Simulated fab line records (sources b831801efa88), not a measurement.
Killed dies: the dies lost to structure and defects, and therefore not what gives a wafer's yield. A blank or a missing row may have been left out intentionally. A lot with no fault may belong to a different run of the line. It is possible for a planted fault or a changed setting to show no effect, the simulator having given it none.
Split-lot experiment ; flow sky130 ; 23 wafers read from 5 lots, route of 708 steps

== ON THE SPLIT ==
At SKY_VIA2_CMP_02 (polishes SiO2), the setting leave above ref nm was moved away from the recipe's 495 nm on 9 of the 23 wafers read, by -6.6% to +3.1%. The other wafers ran this setting at the recipe's value.

== FROM SPLIT TO READING: 1 step shown by the file between the two ==
- SKY_VIA2_COAT_07: resist thk 450 nm (also split here: resist thk nm)

== THE READING ==
oes product au, in a.u., at SKY_VIA2_ETCH_15 (etches SiO2 in C4F8/O2/Ar, stops on TiN, target depth 546 nm, time 84 s). A value of 0.941 a.u. with a standard deviation of 0.0047 a.u. is what fault-free wafers of this fab line usually give.

wafer;tool, chamber at the split;leave above ref nm as run, nm;against the recipe;oes product au, a.u.;against lot-mates on the recipe
L074.1;cmp-01, 0;481.5;-2.7%;0.922;-0.024
L074.2;cmp-01, 3;481.5;-2.7%;0.920;-0.026
L074.3;cmp-01, 1;495;recipe;0.947;-
L074.4;cmp-01, 2;481.5;-2.7%;0.926;-0.020
L074.6;cmp-01, 3;495;recipe;0.946;-
L077.1;cmp-01, 0;495;recipe;0.941;-
L077.2;cmp-01, 2;495;recipe;0.939;-
L077.4;cmp-01, 1;495;recipe;0.943;-
L077.5;cmp-01, 1;462.5;-6.6%;0.905;-0.036
L077.6;cmp-01, 0;462.5;-6.6%;0.906;-0.035
L081.1;cmp-02, 0,2;495;recipe;0.940;-
L081.2;cmp-02, 0,2;495;recipe;0.950;-
L081.3;cmp-02, 1;495;recipe;0.934;-
L081.4;cmp-02, 3;510.5;+3.1%;0.956;+0.015
L081.5;cmp-02, 3;510.5;+3.1%;0.957;+0.016
L084.2;cmp-01, 3;476;-3.8%;0.923;-0.016
L084.3;cmp-01, 2;476;-3.8%;0.919;-0.020
L084.4;cmp-01, 1;495;recipe;0.943;-
L084.5;cmp-01, 0;495;recipe;0.936;-
L084.6;cmp-01, 3;495;recipe;0.939;-
L085.1;cmp-02, 2,0;495;recipe;0.936;-
L085.3;cmp-02, 3;495;recipe;0.937;-
L085.6;cmp-02, 2,0;495;recipe;0.940;-
Where a row lists several chambers, the file gives one row for several wafers and doesn't say which wafer went through which chamber.

FIT RESULTS
A straight line over all 23 wafers: oes product au changes by +0.0054 a.u. for each +1% of leave above ref nm; r = +0.96; the points scatter about the line by 0.004 a.u.
The same after taking each lot's own level away (the mean of its wafers on the recipe; 23 wafers): +0.00555 a.u. for each +1%; r = +0.95; scatter 0.0045 a.u.
The reading moves by 0.036 a.u. for the largest change in leave above ref nm, on that fit.
The lots' own levels span 0.9377 to 0.9465 a.u., that is 1.9 times the standard deviation above.
The two slopes are in agreement: the lot-to-lot level therefore moves the slope only a little.
Check: -0.0379 a.u. against its lot-mates is what the line predicts for one of the wafers moved furthest among these (-6.6%) when that wafer is left out of the fit. It came out at -0.036 a.u. against them.

== FURTHER SPLITS ON THESE WAFERS ==
Before the reading, these wafers also passed through other splits. Each is held against what the fit with the lots' levels taken away leaves over:
other split on the same wafers;wafers away from the commonest value;r with oes product au (lot level and that fit taken away)
SKY_CONTACT_HDPCVD_02 time s;8;-0.02
SKY_CONTACT_CVD_24 pressure torr;15;-0.14
SKY_METAL1_SPUTTER_03 time s;7;+0.09
SKY_METAL1_ETCH_18 time s;4;+0.42
SKY_METAL2_COAT_09 resist thk nm;9;+0.12
SKY_METAL2_EXPOSE_12 dose mj;4;-0.63
SKY_VIA2_COAT_07 resist thk nm;7;+0.13

== THE WHOLE CHAIN: every reading that the file lists as answering this split, in the file's order ==
step;what it does;reading;change (the file's fit);r (the file's)
SKY_VIA2_CMP_02;polishes SiO2;SiO2_of_VIA2_HDPCVD_00.thk nm (the simulator's own value, which no gauge read);+5.03 nm for each +1% of the setting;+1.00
SKY_VIA2_ETCH_15;etches SiO2 in C4F8/O2/Ar, stops on TiN, target depth 546 nm, time 84 s;oes product au;+0.00549 a.u. for each +1% of the setting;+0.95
SKY_VIA2_ETCH_15;etches SiO2 in C4F8/O2/Ar, stops on TiN, target depth 546 nm, time 84 s;VIA2.feature depth nm (the simulator's own value, which no gauge read);+4.96 nm for each +1% of the setting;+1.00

== THE FILE'S OWN FIT ==
oes product au changes by +0.00549 a.u. for each +1% of leave above ref nm, r = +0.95.
